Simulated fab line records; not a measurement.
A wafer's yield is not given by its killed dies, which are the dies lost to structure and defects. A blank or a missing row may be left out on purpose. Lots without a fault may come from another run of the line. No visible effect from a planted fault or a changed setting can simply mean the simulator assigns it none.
fab line records + flow sky130
record
- lots=7
- wafers=19
- last_day=50
route steps=708 shown SONOS_ONO@186 GATE_OXIDE@187 PAD_OPEN@708
lots that met no fault: taken from a fault-free run of the same line
start_h: hours from the record's first day to the start of the lot's first wafer shown + wait_h: hours elapsed since this lot's preceding step + " unchanged from the row above + L1.1+2: a row that stands for several wafers + - either no value or no given start + * or withheld: withheld + < > ~ a bound
route shown NAME@n: names a module that has steps shown in the file, with the first one's number in the route + usual: average and standard deviation across the fault-free wafers + same: alike in all rows + chamber/n: place in a boat + sites: per-site readings + _std_site: the standard deviation of these + _edge_site: inner sites' mean taken away from outer sites' mean + radius_mm: for every site, how far away it sits from the centre of the wafer + mask NAME#n: copy n + behind: tool/chamber where the wafer was last shaped + hold: why the lot went on hold/how many hours it stayed there/how the hold came to an end + device: whichever transistor did not switch (one of n, p or np) + end of line: tests run on the same wafers once the route is complete + step lacking rows: just its recipe + killed: dies that structure and defects cost at the first sort, which is not the same as the wafer's yield + map: shows each die of a wafer: x if killed, . if not, _ if none is there
set.NAME: the setting as run; set.NAME@STEP: as run at that earlier step + model.NAME: the simulator's own value behind a step, which no gauge read
lots at some steps of the route; a table a step, a row a wafer
services: from which hour (start_h, from the record's first day; less than 0 if before it) a tool's chamber was out of use, for how many hours, and why
## steps
# step SKY_SONOS_ONO_WET_ETCH_18
# recipe
- chemistry=H3PO4
- target_depth_nm=15
- target=Si3N4
- temp_c=160
- time_s=172
# step SKY_GATE_OXIDE_CLEAN_00
# recipe
- chemistry=SC1/SC2
- mix=1:4:20
- temp_c=70
- time_s=150
- dry=n2_spin
# step SKY_GATE_OXIDE_OXIDATION_01
# recipe
- temp_c=900
- ambient=O2
- stabilise_s=600
- purge_s=300
- target_thk_a=102.68
- ox_time_s=1473
# step SKY_GATE_OXIDE_THK_MEAS_02
# recipe
- reads=SiO2_of_GATE_OXIDE_OXIDATION_01
# usual
- GATE_OXIDE_OXIDATION_00_THK=10.29/0.16
| lot.wafer | tool          | chamber | start_h | wait_h | GATE_OXIDE_OXIDATION_00_THK[nm] |
|-----------|---------------|---------|---------|--------|---------------------------------|
| L892.2    | film_metro-03 | -       | 280.48  | 0.0    | 10.36                           |
| L892.3    | "             | -       | "       | "      | 10.34                           |
| L892.5    | "             | -       | "       | "      | 10.47                           |
| L897.2    | film_metro-01 | -       | 322.48  | 0.0    | 10.12                           |
| L897.5    | "             | -       | "       | "      | 10.07                           |
| L897.6    | "             | -       | "       | "      | 10.04                           |
| L901.2    | film_metro-04 | -       | 353.66  | 0.0    | 10.52                           |
| L901.4    | "             | -       | "       | "      | 10.27                           |
| L901.5    | "             | -       | "       | "      | 10.36                           |
| L903.3    | film_metro-04 | -       | 371.47  | 0.0    | 10.52                           |
| L903.5    | "             | -       | "       | "      | 10.45                           |
| L903.6    | "             | -       | "       | "      | 10.48                           |
| L913.1    | film_metro-04 | -       | 453.90  | 0.0    | 10.26                           |
| L913.6    | "             | -       | "       | "      | 10.58                           |
| L914.1    | film_metro-04 | -       | 462.13  | 0.0    | 10.04                           |
| L914.6    | "             | -       | "       | "      | 9.79                            |
| L915.1    | film_metro-03 | -       | 471.75  | 0.0    | 10.00                           |
| L915.4    | "             | -       | "       | "      | 10.02                           |
| L915.5    | "             | -       | "       | "      | 10.15                           |
# step SKY_GATE_OXIDE_DEHYDRATE_03
# recipe
- temp_c=200
- time_s=60
# step SKY_GATE_OXIDE_HMDS_04
# recipe
- prime_time_s=60
- prime_temp_c=120
# step SKY_GATE_OXIDE_COAT_05
# recipe
- resist=NOVOLAK
- spin_rpm=3000
- resist_thk_nm=1140
# step SKY_GATE_OXIDE_SOFTBAKE_06
# recipe
- temp_c=90
- time_s=60
- resist=NOVOLAK
# step SKY_GATE_OXIDE_EXPOSE_07
# recipe
- mask_id=LVOM
- na=0.6
- source_shape=conventional
- sigma_outer=0.6
- polarization=unpolarized
- target_cd_nm=600
- dose_mj=170
# step SKY_GATE_OXIDE_PEB_08
# recipe
- temp_c=withheld
- time_s=*
- resist=NOVOLAK
# step SKY_GATE_OXIDE_DEVELOP_09
# recipe
- resist=NOVOLAK
- developer=TMAH
- develop_time_s=60
- dev_temp_c=23
# step SKY_GATE_OXIDE_OVL_MEAS_10
# usual
- GATE_OXIDE_OVL=-0.6/1.2
| lot.wafer | tool       | chamber | start_h | wait_h | GATE_OXIDE_OVL[nm] |
|-----------|------------|---------|---------|--------|--------------------|
| L892.2    | overlay-02 | -       | 305.72  | 0.1    | 1.2                |
| L892.3    | "          | -       | "       | "      | 2.2                |
| L892.5    | "          | -       | "       | "      | 1.2                |
| L897.2    | overlay-02 | -       | 349.57  | 0.1    | -1.4               |
| L897.5    | "          | -       | "       | "      | -0.2               |
| L897.6    | "          | -       | "       | "      | -0.7               |
| L901.2    | overlay-02 | -       | 380.98  | 0.1    | -1.3               |
| L901.4    | "          | -       | "       | "      | -0.8               |
| L901.5    | "          | -       | "       | "      | -0.8               |
| L903.3    | overlay-02 | -       | 401.08  | 0.1    | -0.6               |
| L903.5    | "          | -       | "       | "      | -0.3               |
| L903.6    | "          | -       | "       | "      | -0.6               |
| L913.1    | overlay-02 | -       | 484.66  | 0.1    | -0.5               |
| L913.6    | "          | -       | "       | "      | -0.6               |
| L914.1    | overlay-01 | -       | 493.37  | 0.1    | -0.1               |
| L914.6    | "          | -       | "       | "      | -2.7               |
| L915.1    | overlay-02 | -       | 502.31  | 0.1    | -1.0               |
| L915.4    | "          | -       | "       | "      | -1.2               |
| L915.5    | "          | -       | "       | "      | -1.8               |
# step SKY_GATE_OXIDE_IMPLANT_11
# recipe
- species=B
- energy_kev=10
- dose_cm2=2.6e+12
- tilt_deg=withheld
| lot.wafer  | tool         | chamber | start_h | wait_h |
|------------|--------------|---------|---------|--------|
| L892.2+3+5 | implanter-03 | 0       | 305.78  | 0.0    |
| L897.2+5+6 | implanter-02 | 0       | 349.62  | 0.0    |
| L901.2+4+5 | implanter-03 | 0       | 381.03  | 0.0    |
| L903.3+5+6 | implanter-04 | 0       | 401.16  | 0.1    |
| L913.1+6   | implanter-02 | 0       | 484.70  | 0.0    |
| L914.1+6   | implanter-02 | 0       | 493.41  | 0.0    |
| L915.1+4+5 | implanter-02 | 0       | 502.35  | 0.0    |
# step SKY_GATE_OXIDE_WET_ETCH_12
# recipe
- chemistry=dHF
- target_depth_nm=16.8
- dry=n2_spin
- target=SiO2
- dilution=100:1
- temp_c=25
- time_s=336
# step SKY_GATE_OXIDE_STRIP_13
# recipe
- chemistry=O2/N2
- power_w=1400
- pressure_mtorr=1500
- platen_temp_c=withheld
- o2_flow_sccm=3000
- n2_flow_sccm=300
- overash_fraction=0.5
# usual
- drypump_motor_current_A=5.7/0.41
- oes_product_au=0.716/0.0043
- strip_time_to_endpoint_s=14.18/0.044
# same
- overash_fraction=0.5
| lot.wafer | tool            | chamber | start_h | wait_h | drypump_motor_current_A | oes_product_au | rf_hours_counter_h | strip_time_to_endpoint_s |
|-----------|-----------------|---------|---------|--------|-------------------------|----------------|--------------------|--------------------------|
| L892.2    | plasma_asher-04 | 1       | 306.01  | 0.0    | 5.9                     | 0.712          | 60                 | 14.23                    |
| L892.3    | "               | 0       | "       | "      | 4.8                     | 0.713          | -                  | 14.20                    |
| L892.5    | "               | 1       | "       | "      | 5.9                     | 0.715          | -                  | 14.19                    |
| L897.2    | plasma_asher-04 | 1       | 349.86  | 0.0    | 5.9                     | 0.712          | 64                 | 14.13                    |
| L897.5    | "               | 0       | "       | "      | 4.8                     | 0.714          | -                  | 14.07                    |
| L897.6    | "               | 1       | "       | "      | 5.9                     | 0.721          | -                  | 14.10                    |
| L901.2    | plasma_asher-03 | 1       | 381.26  | 0.0    | 5.6                     | 0.715          | 71                 | 14.11                    |
| L901.4    | "               | 0       | "       | "      | 6.0                     | 0.714          | -                  | 14.13                    |
| L901.5    | "               | 1       | "       | "      | 5.6                     | 0.715          | -                  | 14.13                    |
| L903.3    | plasma_asher-03 | 0       | 401.39  | 0.0    | 6.0                     | 0.716          | -                  | 14.23                    |
| L903.5    | "               | 1       | "       | "      | 5.7                     | 0.724          | -                  | 14.23                    |
| L903.6    | "               | 0       | "       | "      | 6.0                     | 0.708          | -                  | 14.20                    |
| L913.1    | plasma_asher-01 | 1       | 484.96  | 0.0    | 5.9                     | 0.719          | 37                 | 14.16                    |
| L913.6    | "               | 0       | "       | "      | 5.9                     | 0.716          | -                  | 14.19                    |
| L914.1    | plasma_asher-01 | 1       | 493.67  | 0.0    | 5.9                     | 0.714          | 37                 | 14.19                    |
| L914.6    | "               | 1       | "       | "      | 5.9                     | 0.715          | -                  | 14.18                    |
| L915.1    | plasma_asher-01 | 0       | 502.60  | 0.0    | 5.9                     | 0.721          | 38                 | 14.17                    |
| L915.4    | "               | 0       | "       | "      | 5.9                     | 0.714          | -                  | 14.12                    |
| L915.5    | "               | 0       | "       | "      | 5.9                     | 0.714          | -                  | 14.15                    |
# step SKY_GATE_OXIDE_TW_MEAS_14
# usual
- GATE_OXIDE_TW=224.1/1.3
| lot.wafer | tool          | chamber | start_h | wait_h | GATE_OXIDE_TW |
|-----------|---------------|---------|---------|--------|---------------|
| L892.2    | film_metro-03 | -       | 306.12  | 0.1    | 224.4         |
| L892.3    | "             | -       | "       | "      | 225.1         |
| L892.5    | "             | -       | "       | "      | 223.7         |
| L897.2    | film_metro-03 | -       | 349.97  | 0.1    | 224.1         |
| L897.5    | "             | -       | "       | "      | 224.5         |
| L897.6    | "             | -       | "       | "      | 224.0         |
| L901.2    | film_metro-04 | -       | 381.37  | 0.1    | 222.1         |
| L901.4    | "             | -       | "       | "      | 221.5         |
| L901.5    | "             | -       | "       | "      | 222.3         |
| L903.3    | film_metro-04 | -       | 401.48  | 0.1    | 222.9         |
| L903.5    | "             | -       | "       | "      | 223.4         |
| L903.6    | "             | -       | "       | "      | 223.0         |
| L913.1    | film_metro-01 | -       | 485.06  | 0.1    | 224.3         |
| L913.6    | "             | -       | "       | "      | 217.9         |
| L914.1    | film_metro-04 | -       | 493.81  | 0.1    | 222.5         |
| L914.6    | "             | -       | "       | "      | 215.5         |
| L915.1    | film_metro-01 | -       | 502.70  | 0.1    | 224.7         |
| L915.4    | "             | -       | "       | "      | 224.6         |
| L915.5    | "             | -       | "       | "      | 218.0         |
# step SKY_GATE_OXIDE_CLEAN_15
# recipe
- chemistry=SC1/SC2
- mix=1:4:20
- temp_c=70
- time_s=150
- dry=n2_spin
# step SKY_PAD_OPEN_PROBE_99
# usual
- killed_at_M0_to_M3=43/6.4
- killed_at_M4_up=2.8/1.7
- killed_at_contacts=24/5.5
- killed_at_front_end=15/4
- killed_at_other=0.3/0.54
- killed_dies=86/9.1
- killed_open=47/6.6
- killed_short=39/6.2
# same
- gross_dies=492
- killed_at_back_side=0
| lot.wafer | tool      | chamber | start_h | wait_h | killed_at_M0_to_M3 | killed_at_M4_up | killed_at_contacts | killed_at_front_end | killed_at_other | killed_dies | killed_open | killed_short |
|-----------|-----------|---------|---------|--------|--------------------|-----------------|--------------------|---------------------|-----------------|-------------|-------------|--------------|
| L901.2    | prober-01 | -       | 1132.07 | 0.1    | 44                 | 2               | 22                 | 10                  | 0               | 78          | 48          | 30           |
| L901.4    | prober-01 | -       | 1132.17 | 0.2    | 27                 | 9               | 17                 | 16                  | 0               | 69          | 46          | 23           |
| L903.6    | prober-01 | -       | 1137.57 | 0.2    | 37                 | 1               | 21                 | 13                  | 0               | 72          | 42          | 30           |
# killed by level:class
L901.2 VIA1:geometric_particle:open=12 VIA3:geometric_particle:open=9 LI_CONTACT:geometric_particle:open=8 CONTACT:geometric_particle:short=5 VIA2:geometric_particle:open=5 FIELD_ISO:geometric_particle:short=4 CONTACT:geometric_particle:open=4 LI_CONTACT:geometric_particle:short=3
L901.4 VIA1:geometric_particle:open=8 VIA2:geometric_particle:open=8 LI_CONTACT:geometric_particle:open=6 VIA3:geometric_particle:open=5 POLY_GATE:geometric_particle:open=5 METAL4:geometric_particle:short=5 LOCAL_INTERCONNECT:geometric_particle:short=4 CONTACT:geometric_particle:open=4
L903.6 CONTACT:geometric_particle:open=9 VIA1:geometric_particle:open=7 VIA2:geometric_particle:open=7 LI_CONTACT:geometric_particle:open=6 CONTACT:geometric_particle:short=5 VIA3:geometric_particle:open=4 POLY_GATE:geometric_particle:short=4 VIA2:geometric_particle:short=3
## services
| tool            | chamber | start_h | hours | kind       |
|-----------------|---------|---------|-------|------------|
| implanter-04    | -       | 290.74  | 10.5  | repair     |
| implanter-03    | -       | 309.79  | 2.0   | repair     |
| implanter-03    | -       | 332.90  | 3.3   | pm         |
| plasma_asher-04 | -       | 334.11  | 5.0   | repair     |
| plasma_asher-03 | -       | 357.16  | 0.6   | repair     |
| implanter-02    | -       | 376.86  | 2.0   | pm         |
| implanter-03    | -       | 383.01  | 1.2   | repair     |
| plasma_asher-04 | -       | 384.03  | 1.0   | repair     |
| implanter-03    | -       | 388.48  | 3.2   | pm         |
| implanter-02    | -       | 403.15  | 2.8   | repair     |
| implanter-02    | -       | 404.96  | 1.2   | repair     |
| plasma_asher-01 | -       | 420.99  | 1.3   | repair     |
| plasma_asher-03 | -       | 421.25  | 9.0   | pm         |
| plasma_asher-03 | 0       | 421.25  | 9.0   | vent_cycle |
| plasma_asher-03 | 1       | 421.25  | 9.0   | vent_cycle |
| implanter-04    | -       | 429.36  | 5.8   | repair     |
| plasma_asher-03 | 0       | 430.25  | -     | clean      |
| plasma_asher-03 | 1       | 430.25  | -     | clean      |
| plasma_asher-01 | -       | 488.50  | 1.9   | repair     |
| implanter-04    | -       | 488.80  | 3.0   | repair     |
| implanter-04    | -       | 491.83  | 3.5   | pm         |
## key
first_sign
- step=SKY_GATE_OXIDE_TW_MEAS_14
- reading=GATE_OXIDE_TW
- direction=down
- sigmas=5.4
- usual=224.1
- struck=217.1
effect none on later readings
met_at SKY_GATE_OXIDE_IMPLANT_11
struck_wafers L913.6,L914.6,L915.5
sort_left_out L913.6,L914.6
tester_left_out L913,L914,L915
onset_between 349.62 484.70
fault
- kind=process_parameter_drift
- tool=implanter-02
- chamber=-
- onset_h=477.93
- steps=SKY_GATE_OXIDE_IMPLANT_11
- channel=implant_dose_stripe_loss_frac
- offset=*
- shape=step
- end_h=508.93
- scope=struck_wafers_only
# tester_left_out: of these lots the tester's yield and bins aren't shown, on N5 and GAA mostly nor the transistor test; their killed dies are dies lost to structure and defects alone, not to doping, threshold or leakage, so they don't give the yield
# sort_left_out: the simulated sort isn't trusted on such a fault, so these wafers' sort isn't shown, and their yield isn't known
